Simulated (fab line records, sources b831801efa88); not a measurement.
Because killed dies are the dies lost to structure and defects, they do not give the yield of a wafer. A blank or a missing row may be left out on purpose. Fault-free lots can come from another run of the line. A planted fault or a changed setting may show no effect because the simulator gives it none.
A struck lot beside a sound one + flow sky130 + 15 out of 708 route steps
Sound: the wafers L830.1, L830.2, L830.3. Struck: wafers L826.2, L826.5, L826.6. The cause is named last.
Each step with rows lists, per side, the tool, then ch with its chambers, then its first start. Under that, the readings that differ: sound wafers + struck wafers + difference of the means + sigmas: that difference in standard deviations of wafers without a fault.
alike: words and numbers the same on both sides, and readings whose means are apart by under 2 such deviations; not compared: readings that were withheld, readings missing a value for some wafer, numbers with overlapping values and no deviation given by the record, and bounds like >300 which may hide the same value.
Wherever a step has rows on one side only, a row that says differs or no value, or a row with sigmas, the two part there. When numbers do not overlap yet have no deviation, they are printed without sigmas and do not part them. A reading that every wafer of one side lacks parts them only if that side has two wafers or more.

first, 8 steps without rows for these wafers: SKY_METAL4_DEHYDRATE_05 (time 60 s); SKY_METAL4_HMDS_06 (prime time 60 s); SKY_METAL4_COAT_07 (resist thk 60 nm); SKY_METAL4_COAT_08 (resist thk 1140 nm); SKY_METAL4_SOFTBAKE_09 (time 90 s); SKY_METAL4_EXPOSE_10 (exposes mask MM4, target cd 300 nm); SKY_METAL4_PEB_11; SKY_METAL4_DEVELOP_12 (develop time 60 s).
SKY_METAL4_CD_MEAS_13 targets a cd of 300 nm.
  sound on cd-sem-02 at day 47 12:26; struck on cd-sem-02 at day 46 11:01
  alike: cd-nm
SKY_METAL4_OVL_MEAS_14:
  sound on overlay-01 at day 47 12:33; struck on overlay-02 at day 46 11:07
  alike: METAL4_OVL
SKY_METAL4_DESCUM_15: chemistry O2, time 8 s.
  sound on rie-metal-02 ch 0,1, day 47 12:35; struck on rie-metal-04 ch 0,1, day 46 11:09
  alike: drypump-motor-current-A, he-backside-leak-sccm, oes-product-au
  not compared: rf-hours-counter-h
SKY_METAL4_ETCH_16: etches BARC in N2/H2, stops on SiO2, time 88.2 s, target depth 60 nm.
  sound on rie-metal-02 ch 0,1, day 47 12:37; struck on rie-metal-04 ch 0,1, day 46 11:11
| reading                     | sound       | struck      | difference | sigmas |
|-----------------------------|-------------|-------------|------------|--------|
| drypump-motor-current-A (A) | 5.3 6.4 6.4 | 4.7 4.7 5.1 | -1.2       | -2     |
  alike: bias-w, chamber-pressure-mTorr, h2-flow-sccm, he-backside-leak-sccm, oes-product-au, throttle-valve-pct
  not compared: rf-hours-counter-h
SKY_METAL4_ETCH_17: etches SiO2 in C4F8/O2/Ar, stops on TiN, time 3.9 s, target depth 15 nm.
  sound on rie-diel-03 ch 1,2,3, day 47 12:43; struck on rie-diel-03 ch 2,3, day 46 11:17
  no value came back on the struck wafers for bias-w (W), chamber-pressure-mTorr (mTorr), oes-product-au (a.u.); on the sound wafers bias-w (W) reads 1197 1196 1205
SKY_METAL4_METAL_ETCH_18: etches the open film in Cl2/BCl3, stops on SiO2, target depth 845 nm, time 183.1 s.
  sound on rie-metal-04 ch 0,1, day 47 12:44; struck on rie-metal-03 ch 0,1, day 46 11:18
  alike: bcl3-flow-sccm, bias-w, drypump-motor-current-A, he-backside-leak-sccm, oes-product-au, throttle-valve-pct
  not compared: rf-hours-counter-h
-- the record jumps here: 3 days lie between the struck wafers' starts before and after (it left off in module METAL4 and takes up again in module PAD_OPEN, whose first step shown is number 708 of the route) --
SKY_PAD_OPEN_PROBE_99:
  record: rows for the struck wafers here (prober-02, day 49 20:52), none for the sound ones

== WHERE THEY PART ==
Last at SKY_PAD_OPEN_PROBE_99 as far as this record goes, first at SKY_METAL4_ETCH_16.

WHY: the cause the simulator had injected
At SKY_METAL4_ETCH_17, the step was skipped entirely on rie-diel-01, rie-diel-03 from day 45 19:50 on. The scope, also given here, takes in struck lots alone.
